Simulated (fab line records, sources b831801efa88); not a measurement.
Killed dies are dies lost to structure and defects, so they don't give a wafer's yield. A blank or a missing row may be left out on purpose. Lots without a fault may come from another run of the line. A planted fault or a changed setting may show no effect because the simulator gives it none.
A struck lot beside a sound one | flow sky130 | 15 steps out of a route of 708
Sound: wafers L221.2, L221.3, L221.4. Struck: wafers L233.1, L233.4, L233.5. The cause comes at the end.
At each step with rows: each side's tool, then ch and its chambers, then its first start. Under that, the readings that differ: sound wafers | struck wafers | difference of the means | sigmas: that difference in standard deviations of wafers without a fault.
alike: readings whose means differ by less than 2 such deviations, and words and numbers that are the same on both sides. not compared: withheld readings, readings that some wafer has no value for, bounds like >300 that may hide the same value, and numbers for which the record gives no deviation and whose values overlap.
The two part at a step that has a row with sigmas, a row that says differs or no value, or rows on one side only. Numbers that don't overlap but have no deviation are shown without sigmas and don't part them. A reading that every wafer of one side lacks parts them only if that side has two wafers or more.

first, 2 steps without rows for these wafers: SKY_LDD_LDN_IMPLANT_10; SKY_LDD_LDN_IMPLANT_11.
SKY_LDD_LDN_STRIP_12: strips in O2/N2.
  sound on plasma_asher-01 ch 0,1, day 23 17:22; struck on plasma_asher-02 ch 0, day 29 04:08
  alike: drypump_motor_current_A, oes_product_au, strip_time_to_endpoint_s
  not compared: rf_hours_counter_h
SKY_LDD_LDN_TW_MEAS_13:
  sound on film_metro-02, day 23 17:29; struck on film_metro-03, day 29 04:14
  alike: LDD_LDN_TW
then, 2 steps without rows for these wafers: SKY_LDD_LDN_CLEAN_14 (cleans in SC1/SC2, time 150 s); SKY_SPACER_CVD_00 (deposits Si3N4 from DCS/NH3, target thk 43.1 nm, time 740 s).
SKY_SPACER_THK_MEAS_01:
  sound on film_metro-01, day 23 18:47; struck on film_metro-04, day 29 05:41
  alike: SPACER_CVD_00_THK
SKY_SPACER_ETCHBACK_02: etches Si3N4 in CH3F/O2, stops on SiO2, time 46.7 s, target depth 45 nm.
  sound on rie_diel-03 ch 1,2,3, day 23 18:50; struck on rie_diel-02 ch 0,3, day 29 05:44
  alike: drypump_motor_current_A, oes_product_au, throttle_valve_pct
  not compared: rf_hours_counter_h
then, 4 steps without rows for these wafers: SKY_POLY_CUT_DEHYDRATE_00 (time 60 s); SKY_POLY_CUT_HMDS_01 (prime time 60 s); SKY_POLY_CUT_COAT_02 (resist thk 60 nm); SKY_POLY_CUT_COAT_03 (resist thk 450 nm).
SKY_POLY_CUT_SOFTBAKE_04: time 90 s.
  sound on litho_track-04 ch 0, day 24 09:00; struck on litho_track-04 ch 0, day 29 19:00
  reading          | sound                | struck               | difference | sigmas
  run_length_s (s) | 119.17 119.47 119.21 | 124.49 124.55 124.64 | +5.28      | +28
then, 1 step without rows for these wafers: SKY_POLY_CUT_EXPOSE_05 (exposes mask NPCM, target cd 270 nm).
-- the record jumps here: 20 days lie between the struck wafers' starts before and after (it left off in module POLY_CUT and takes up again in module PAD_OPEN, whose first step shown is number 708 of the route) --
SKY_PAD_OPEN_PROBE_99:
  sound on prober-02, day 46 03:01; struck on prober-01, day 50 00:37
  reading     | sound      | struck   | difference | sigmas
  killed_dies | 82 108 100 | 63 78 83 | -22        | -2
  alike: killed_at_M0_to_M3, killed_at_M4_up, killed_at_contacts, killed_at_front_end, killed_at_other, killed_open, killed_short

WHERE THEY PART
First at SKY_POLY_CUT_SOFTBAKE_04; last, within this record, at SKY_PAD_OPEN_PROBE_99.

WHY: what the simulator had put in
Process parameter drift: litho_track-04, from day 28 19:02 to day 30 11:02, at SKY_POLY_CUT_SOFTBAKE_04. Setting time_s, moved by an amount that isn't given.
